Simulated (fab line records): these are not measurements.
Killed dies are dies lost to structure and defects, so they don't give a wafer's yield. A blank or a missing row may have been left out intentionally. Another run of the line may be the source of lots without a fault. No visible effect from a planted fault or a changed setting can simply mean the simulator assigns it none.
A struck lot beside a sound one    flow sky130    15 out of 708 route steps
Sound: these wafers, L158.1, L158.5, L158.6. The struck wafers were L164.1, L164.2, L164.6. The cause is named last.
For every step that has rows: the tool of each side, followed by ch and its chambers, followed by its first start. Under that, the readings that differ: sound wafers    struck wafers    difference of the means    sigmas: that difference in standard deviations of wafers without a fault.
alike: same words and numbers on both sides, and readings whose means sit less than 2 such deviations apart. not compared: any withheld reading, any reading some wafer has no value for, any bound like >300 that may hide the same value, and any number with overlapping values for which the record gives no deviation.
A row with sigmas, a row that says differs or no value, or rows on one side alone: a step with any of these is where the two part. Numbers that don't overlap but have no deviation are shown without sigmas and don't part them. Lack of a reading on every wafer of one side parts them only where that side has two or more wafers.

first, 5 steps without rows for these wafers: SKY_SONOS_ONO_COAT_08 (resist thk 1140 nm); SKY_SONOS_ONO_SOFTBAKE_09 (time 60 s); SKY_SONOS_ONO_EXPOSE_10 (exposes mask ONOM, target cd 410 nm); SKY_SONOS_ONO_PEB_11; SKY_SONOS_ONO_DEVELOP_12 (develop time 60 s).
SKY_SONOS_ONO_CD_MEAS_13: target cd 410 nm.
  sound on cd-sem-01, day 17 06:59; struck on cd-sem-02, day 19 20:15
  alike: cd-nm
SKY_SONOS_ONO_OVL_MEAS_14:
  sound on overlay-01, day 17 07:07; struck on overlay-01, day 19 20:22
  alike: SONOS_ONO_OVL
SKY_SONOS_ONO_ETCH_15: etches the open film in CHF3/O2, target depth 19.52 nm, time 7.8 s.
  sound on rie-diel-04 ch 0,1, day 17 07:09; struck on rie-diel-04 ch 0,1,2, day 19 20:25
  alike: chf3-flow-sccm, drypump-motor-current-A, oes-product-au, throttle-valve-pct
  not compared: rf-hours-counter-h
then, 1 step without rows for these wafers: SKY_SONOS_ONO_WET_ETCH_16 (etches SiO2 in dHF, target depth 14 nm, time 280 s).
SKY_SONOS_ONO_STRIP_17: strips in O2/N2.
  sound on plasma-asher-01 ch 0,1, day 17 07:16; struck on plasma-asher-03 ch 0,1, day 19 20:31
  alike: drypump-motor-current-A, oes-product-au, strip-time-to-endpoint-s
  not compared: rf-hours-counter-h
then, 2 steps without rows for these wafers: SKY_SONOS_ONO_WET_ETCH_18 (etches Si3N4 in H3PO4, target depth 15 nm, time 172 s); SKY_GATE_OXIDE_CLEAN_00 (cleans in SC1/SC2, time 150 s).
-- the record jumps here: 3 days lie between the struck wafers' starts before and after --
SKY_GATE_OXIDE_OXIDATION_01: stabilise 600 s, purge 300 s, target thk 10.268 nm.
  sound on furnace-01 ch 0, day 17 08:49; struck on furnace-01 ch 0, day 22 09:04
  alike: ox-temp-c-max, spike-tc-centre-C
SKY_GATE_OXIDE_THK_MEAS_02:
  sound on film-metro-01, day 17 10:13; struck on film-metro-04, day 22 10:28
  alike: GATE_OXIDE_OXIDATION_00_THK
-- the record jumps here: 31 days lie between the struck wafers' starts before and after (it left off in module GATE_OXIDE and takes up again in module PAD_OPEN, whose first step shown is number 708 of the route) --
SKY_PAD_OPEN_PROBE_99:
  sound on prober-01, day 49 02:34; struck on prober-02, day 52 23:55
reading                                    sound              struck             difference  sigmas
model.etest.cap-thick-oxide.gate-bv-v (V)  15.74 15.52 15.85  14.86 14.58 14.84  -0.94       
  alike: killed_at_M0_to_M3, killed_at_M4_up, killed-at-contacts, killed-at-front-end, killed-at-other, killed-dies, killed-open, killed-short

## WHERE THEY PART
Nowhere in this record.

WHY: what the simulator had put in
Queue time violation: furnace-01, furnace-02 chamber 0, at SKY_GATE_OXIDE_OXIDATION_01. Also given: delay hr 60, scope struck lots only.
